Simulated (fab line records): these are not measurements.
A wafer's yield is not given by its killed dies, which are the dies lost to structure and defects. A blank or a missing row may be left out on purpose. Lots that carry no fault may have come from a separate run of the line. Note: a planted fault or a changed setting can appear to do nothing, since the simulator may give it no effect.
Which tool was responsible? -- flow sky130 -- 36 wafers from 12 lots sampled at 3 of the route's 708 steps

## WHAT THE GAUGES READ, wafer by wafer
SKY_SD_N_RS_MEAS_18: measures by four-point-probe. Usual: RES_XHIGH_RS typically reads 333.6 ohm/sq, with standard deviation 1.3.
lot,measured,on,RES_XHIGH_RS (ohm/sq),flag
L451,day 28 09:24,filmMetro-01,335.2 334.6 335.9,
L452,day 28 18:50,filmMetro-02,333.8 334.1 334.4,
L453,day 29 04:46,filmMetro-01,334.0 333.8 334.4,
L458,day 31 05:23,filmMetro-02,331.4 331.5 331.8,
L459,day 31 11:27,filmMetro-03,333.5 333.9 334.4,
L460,day 31 15:20,filmMetro-01,334.5 335.8 334.9,
L461,day 32 03:25,filmMetro-01,335.2 336.4 335.8,
L464,day 33 05:01,filmMetro-03,332.8 333.3 333.8,
L467,day 33 18:57,filmMetro-02,333.0 333.0 333.2,
L468,day 34 18:32,filmMetro-02,334.4 334.9 335.2,
L469,day 34 15:19,filmMetro-03,334.7 333.6 334.8,
L472,day 35 07:52,filmMetro-02,332.7 332.1 333.0,

## WHICH TOOL RAN EACH LOT (tool, then ch and the chambers of the sampled wafers, then the start)
lot,SKY_DNWELL_STRIP_08,SKY_VT_ADJUST_LVTN_IMPLANT_19
L451,"plasmaAsher-04 ch 0,1, day 3 12:41","implanter-02 ch 0, day 8 03:50"
L452,"plasmaAsher-01 ch 0,1, day 3 20:43","implanter-04 ch 0, day 8 13:15"
L453,"plasmaAsher-04 ch 0,1, day 4 02:26","implanter-04 ch 0, day 8 19:48"
L458,"plasmaAsher-01 ch 0,1, day 5 05:59","implanter-02 ch 0, day 10 08:39"
L459,"plasmaAsher-01 ch 0,1, day 5 09:34","implanter-01 ch 0, day 10 10:37"
L460,"plasmaAsher-01 ch 0,1, day 5 12:07","implanter-04 ch 0, day 10 16:28"
L461,"plasmaAsher-02 ch 0,1, day 5 21:53","implanter-01 ch 0, day 11 04:33"
L464,"plasmaAsher-04 ch 0,1, day 6 14:59","implanter-04 ch 0, day 12 00:53"
L467,"plasmaAsher-04 ch 0,1, day 7 03:05","implanter-01 ch 0, day 12 15:41"
L468,"plasmaAsher-02 ch 0,1, day 7 09:05","implanter-01 ch 0, day 12 23:08"
L469,"plasmaAsher-01 ch 0,1, day 7 15:34","implanter-01 ch 0, day 13 07:35"
L472,"plasmaAsher-01 ch 0,1, day 8 10:08","implanter-04 ch 0, day 14 08:12"
- SKY_DNWELL_STRIP_08: strips in O2/N2.
- SKY_VT_ADJUST_LVTN_IMPLANT_19

## WHAT THE TOOLS THEMSELVES READ (means of the sampled wafers that have a number; where no wafer has one, the mark that the record gives instead)
SKY_DNWELL_STRIP_08. Usual: drypumpMotorCurrentA 5.8 A, standard deviation 0.38; oesProductAu 0.724 a.u., standard deviation 0.0047; stripTimeToEndpointS 36.89 s, standard deviation 0.094.
lot,tool,drypumpMotorCurrentA (A),oesProductAu (a.u.),stripTimeToEndpointS (s),flag
L451,plasmaAsher-04,6.0,0.728,36.95,
L452,plasmaAsher-01,5.3,0.721,36.78,
L453,plasmaAsher-04,6.1,0.726,36.89,
L458,plasmaAsher-01,5.6,0.723,36.85,
L459,plasmaAsher-01,5.6,0.727,36.97,
L460,plasmaAsher-01,5.6,0.723,36.86,
L461,plasmaAsher-02,5.7,0.723,36.89,
L464,plasmaAsher-04,6.1,0.723,36.95,
L467,plasmaAsher-04,6.0,0.721,36.88,
L468,plasmaAsher-02,5.7,0.724,36.76,
L469,plasmaAsher-01,5.6,0.725,36.85,
L472,plasmaAsher-01,5.6,0.723,36.83,

SKY_VT_ADJUST_LVTN_IMPLANT_19. Usual: beamEnergyKeV 29.999, standard deviation 0.0082.
lot,tool,beamEnergyKeV,flag
L451,implanter-02,29.996,
L452,implanter-04,30.001,
L453,implanter-04,30.004,
L458,implanter-02,30.003,
L459,implanter-01,29.997,
L460,implanter-04,28.570,OFF
L461,implanter-01,30.009,
L464,implanter-04,28.560,OFF
L467,implanter-01,30.001,
L468,implanter-01,30.003,
L469,implanter-01,29.994,
L472,implanter-04,29.997,

## THE ANSWER, worked out from the rows above alone
Rule: take the mean of a lot's wafers that have a number; if it is more than 3 standard deviations from the usual mean, the lot is off. Also off: a lot with no number at a reading for which 4 or more lots have one. Where the step has rows for the other lots, those lots are counted as sound. First the gauges in route order, then the tools' own readings, where a lot's mean is used as printed above. At the first step where some lot is off, the reading lying furthest off is the one used; lots without a number count as furthest.
Off: L460, L464 (SKY_VT_ADJUST_LVTN_IMPLANT_19, beamEnergyKeV).
A tool fits if, at that step or a process step before it, it ran every lot that is off, and no sound lot after the first of them. None of those tried fits.

## WHAT THE SIMULATOR PUT IN
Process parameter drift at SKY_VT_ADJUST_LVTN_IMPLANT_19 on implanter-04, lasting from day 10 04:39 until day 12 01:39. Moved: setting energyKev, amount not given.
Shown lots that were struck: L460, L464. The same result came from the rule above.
